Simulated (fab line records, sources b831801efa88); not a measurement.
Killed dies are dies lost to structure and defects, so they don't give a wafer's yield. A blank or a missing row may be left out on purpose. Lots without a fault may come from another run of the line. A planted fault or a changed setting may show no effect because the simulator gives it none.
Which tool did it? | flow sfq_line | 14 lots, 41 wafers sampled, at 5 steps of a route of 325

WHAT THE GAUGES READ, wafer by wafer
SFQ_M4_RS_MEAS_924: measures by four-point-probe. Usual: M4_NB_RS 0.893 ohm/sq, standard deviation 0.011.
lot  | measured     | on            | M4_NB_RS (ohm/sq) | flag
L357 | day 32 01:36 | film_metro-03 | 0.902 0.898 0.903 |
L359 | day 32 10:00 | film_metro-04 | 0.889 0.889 0.886 |
L361 | day 32 22:11 | film_metro-03 | 0.891 0.909 0.914 |
L362 | day 33 00:30 | film_metro-01 | 0.886 0.889 0.892 |
L363 | day 33 07:48 | film_metro-04 | 0.888 0.879 0.882 |
L364 | day 33 11:23 | film_metro-04 | 0.883 0.876 0.886 |
L367 | day 34 14:50 | film_metro-04 | 0.995 0.996       | OFF
L368 | day 34 20:47 | film_metro-03 | 0.983 0.991 0.993 | OFF
L374 | day 36 10:29 | film_metro-01 | 0.910 0.921 0.902 |
L376 | day 37 08:06 | film_metro-01 | 0.908 0.903 0.902 |
L377 | day 37 14:07 | film_metro-03 | 0.893 0.891 0.890 |
L378 | day 37 17:42 | film_metro-01 | 0.875 0.882 0.870 |
L379 | day 37 20:10 | film_metro-01 | 0.914 0.902 0.909 |
L380 | day 37 22:31 | film_metro-01 | 0.885 0.880 0.881 |

WHICH TOOL RAN EACH LOT (tool, then ch and the chambers of the sampled wafers, then the start)
lot  | SFQ_TRILAYER_M2_ETCH_METAL_ETCH_060 | SFQ_TRILAYER_M2_STRIP_STRIP_061   | SFQ_TRILAYER_I3_DEP_PECVD_081   | SFQ_TRILAYER_M4_DEP_SPUTTER_091
L357 | rie_metal-01 ch 1, day 20 07:57     | rie_metal-01 ch 1, day 20 08:05   | pecvd-01 ch 0,2, day 28 04:42   | pvd_sputter-06, day 32 01:29
L359 | rie_metal-01 ch 0,1, day 20 19:57   | rie_metal-01 ch 0,1, day 20 20:05 | pecvd-03 ch 0,2, day 28 15:30   | pvd_sputter-03, day 32 09:55
L361 | rie_metal-01 ch 0,1, day 21 04:21   | rie_metal-01 ch 0,1, day 21 04:29 | pecvd-03 ch 0,1,2, day 29 00:45 | pvd_sputter-06, day 32 22:06
L362 | rie_metal-01 ch 0,1, day 21 13:57   | rie_metal-01 ch 0,1, day 21 14:05 | pecvd-01 ch 0,1,2, day 29 05:33 | pvd_sputter-03, day 33 00:25
L363 | rie_metal-02 ch 0,1, day 22 00:46   | rie_metal-02 ch 0,1, day 22 00:56 | pecvd-01 ch 0,1,2, day 29 15:09 | pvd_sputter-05, day 33 07:41
L364 | rie_metal-01 ch 0,1, day 22 11:33   | rie_metal-01 ch 0,1, day 22 11:41 | pecvd-03 ch 0,1,2, day 29 22:38 | pvd_sputter-05, day 33 11:18
L367 | rie_metal-01 ch 0,1, day 24 11:30   | rie_metal-01 ch 0,1, day 24 11:47 | pecvd-02 ch 0, day 31 05:35     | pvd_sputter-05, day 34 14:43
L368 | rie_metal-04 ch 0,1, day 24 16:16   | rie_metal-04 ch 0,1, day 24 16:23 | pecvd-02 ch 0,1, day 31 10:21   | pvd_sputter-05, day 34 20:41
L374 | rie_metal-02 ch 0,1, day 26 09:39   | rie_metal-02 ch 0,1, day 26 09:56 | pecvd-01 ch 0,1, day 33 02:58   | pvd_sputter-06, day 36 10:21
L376 | rie_metal-04 ch 0, day 27 02:34     | rie_metal-04 ch 0, day 27 02:49   | pecvd-02 ch 1,2, day 33 15:54   | pvd_sputter-06, day 37 08:01
L377 | rie_metal-01 ch 1, day 27 03:43     | rie_metal-01 ch 1, day 27 03:50   | pecvd-02 ch 1,2, day 33 19:30   | pvd_sputter-03, day 37 14:01
L378 | rie_metal-02 ch 0,1, day 27 07:19   | rie_metal-02 ch 0,1, day 27 07:26 | pecvd-03 ch 0,1,2, day 34 00:34 | pvd_sputter-05, day 37 17:37
L379 | rie_metal-02 ch 0,1, day 27 19:21   | rie_metal-02 ch 0,1, day 27 19:38 | pecvd-02 ch 0,1,2, day 34 06:20 | pvd_sputter-06, day 37 20:01
L380 | rie_metal-02 ch 0,1, day 27 21:43   | rie_metal-02 ch 0,1, day 27 21:50 | pecvd-03 ch 0,2, day 34 08:42   | pvd_sputter-05, day 37 22:25
- SFQ_TRILAYER_M2_ETCH_METAL_ETCH_060: etches Nb in Cl2/Ar, stops on SiO2, target depth 240 nm, time 120 s.
- SFQ_TRILAYER_M2_STRIP_STRIP_061: strips in O2.
- SFQ_TRILAYER_I3_DEP_PECVD_081: deposits SiO2 from SiH4/N2O, time 111.11 s, target thk 500 nm.
- SFQ_TRILAYER_M4_DEP_SPUTTER_091: material Nb, target thk 200 nm, time 133.3 s.

WHAT THE TOOLS THEMSELVES READ (means of the sampled wafers that have a number; where no wafer has one, the mark that the record gives instead)
SFQ_TRILAYER_M2_ETCH_METAL_ETCH_060. Usual: drypump_motor_current_A 5.8 A, standard deviation 0.46; oes_product_au 0.894 a.u., standard deviation 0.0075.
lot  | tool         | drypump_motor_current_A (A) | oes_product_au (a.u.) | flag
L357 | rie_metal-01 | 5.8                         | 0.899                 |
L359 | rie_metal-01 | 5.3                         | 0.902                 |
L361 | rie_metal-01 | 5.6                         | 0.893                 |
L362 | rie_metal-01 | 5.3                         | 0.903                 |
L363 | rie_metal-02 | 5.9                         | 0.894                 |
L364 | rie_metal-01 | 5.3                         | 0.890                 |
L367 | rie_metal-01 | 5.4                         | 0.893                 |
L368 | rie_metal-04 | 5.9                         | 0.885                 |
L374 | rie_metal-02 | 6.1                         | 0.885                 |
L376 | rie_metal-04 | 6.0                         | 0.895                 |
L377 | rie_metal-01 | 5.8                         | 0.900                 |
L378 | rie_metal-02 | 6.1                         | 0.888                 |
L379 | rie_metal-02 | 6.1                         | 0.891                 |
L380 | rie_metal-02 | 5.9                         | 0.892                 |

SFQ_TRILAYER_M2_STRIP_STRIP_061. Usual: drypump_motor_current_A 5.8 A, standard deviation 0.46; oes_product_au 1.000 a.u., standard deviation 0.0073; platen_temp_c 39.97 C, standard deviation 0.12.
lot  | tool         | drypump_motor_current_A (A) | oes_product_au (a.u.) | platen_temp_c (C) | flag
L357 | rie_metal-01 | 5.8                         | 1.006                 | 40.00             |
L359 | rie_metal-01 | 5.3                         | 0.986                 | 39.90             |
L361 | rie_metal-01 | 5.6                         | 0.998                 | 40.08             |
L362 | rie_metal-01 | 5.3                         | 1.000                 | 39.93             |
L363 | rie_metal-02 | 5.9                         | 1.000                 | 39.93             |
L364 | rie_metal-01 | 5.3                         | 1.008                 | 39.90             |
L367 | rie_metal-01 | 5.5                         | 1.006                 | 39.91             |
L368 | rie_metal-04 | 5.9                         | 1.002                 | 39.91             |
L374 | rie_metal-02 | 6.1                         | 0.999                 | 39.94             |
L376 | rie_metal-04 | 6.0                         | 0.997                 | 39.92             |
L377 | rie_metal-01 | 5.8                         | 0.994                 | 40.15             |
L378 | rie_metal-02 | 6.1                         | 1.007                 | 39.95             |
L379 | rie_metal-02 | 6.1                         | 1.005                 | 40.12             |
L380 | rie_metal-02 | 5.8                         | 1.002                 | 39.97             |

SFQ_TRILAYER_I3_DEP_PECVD_081. Usual: heater_power_w 79 W, standard deviation 15; throttle_valve_pct 24.7 %, standard deviation 1.1.
lot  | tool     | heater_power_w (W) | throttle_valve_pct (%) | flag
L357 | pecvd-01 | 81                 | 25.8                   |
L359 | pecvd-03 | 88                 | 25.0                   |
L361 | pecvd-03 | 89                 | 24.5                   |
L362 | pecvd-01 | 82                 | 25.7                   |
L363 | pecvd-01 | 84                 | 25.8                   |
L364 | pecvd-03 | 86                 | 24.5                   |
L367 | pecvd-02 | 70                 | 23.9                   |
L368 | pecvd-02 | 57                 | 24.3                   |
L374 | pecvd-01 | 90                 | 26.9                   |
L376 | pecvd-02 | 70                 | 24.5                   |
L377 | pecvd-02 | 68                 | 24.2                   |
L378 | pecvd-03 | 89                 | 24.5                   |
L379 | pecvd-02 | 78                 | 24.1                   |
L380 | pecvd-03 | 85                 | 25.1                   |

SFQ_TRILAYER_M4_DEP_SPUTTER_091. Usual: resputter_cathode_voltage_v 401 V, standard deviation 4.4; throttle_valve_pct 30.0 %, standard deviation 0.84.
lot  | tool           | resputter_cathode_voltage_v (V) | throttle_valve_pct (%) | flag
L357 | pvd_sputter-06 | 403                             | 31.0                   |
L359 | pvd_sputter-03 | 401                             | 30.0                   |
L361 | pvd_sputter-06 | 403                             | 30.3                   |
L362 | pvd_sputter-03 | 402                             | 29.8                   |
L363 | pvd_sputter-05 | 403                             | 29.2                   |
L364 | pvd_sputter-05 | 392                             | 30.6                   |
L367 | pvd_sputter-05 | 396                             | 30.1                   |
L368 | pvd_sputter-05 | 400                             | 30.9                   |
L374 | pvd_sputter-06 | 401                             | 30.4                   |
L376 | pvd_sputter-06 | 398                             | 30.3                   |
L377 | pvd_sputter-03 | 399                             | 29.8                   |
L378 | pvd_sputter-05 | 399                             | 29.2                   |
L379 | pvd_sputter-06 | 402                             | 30.3                   |
L380 | pvd_sputter-05 | 400                             | 30.5                   |

THE ANSWER, worked out from the rows above alone
Rule: a lot is off if the mean of its wafers that have a number lies more than 3 standard deviations from the usual mean. A lot without any number at a reading at which 4 lots or more have one is off too. The other lots that the step has rows for count as sound. The gauges are gone through in route order, then the tools' own readings, and for those a lot's mean is taken as printed above. The first step at which some lot is off is used, and at that step the reading that is off furthest; a lot without a number counts as furthest.
Off: L367, L368, at SFQ_M4_RS_MEAS_924 (M4_NB_RS).
A tool fits if, at a process step before that reading, it ran every lot that is off, and no sound lot after the first of them. The gauges at SFQ_M4_RS_MEAS_924 are tried like those tools. None of those tried fits.

WHAT THE SIMULATOR HAD PUT IN
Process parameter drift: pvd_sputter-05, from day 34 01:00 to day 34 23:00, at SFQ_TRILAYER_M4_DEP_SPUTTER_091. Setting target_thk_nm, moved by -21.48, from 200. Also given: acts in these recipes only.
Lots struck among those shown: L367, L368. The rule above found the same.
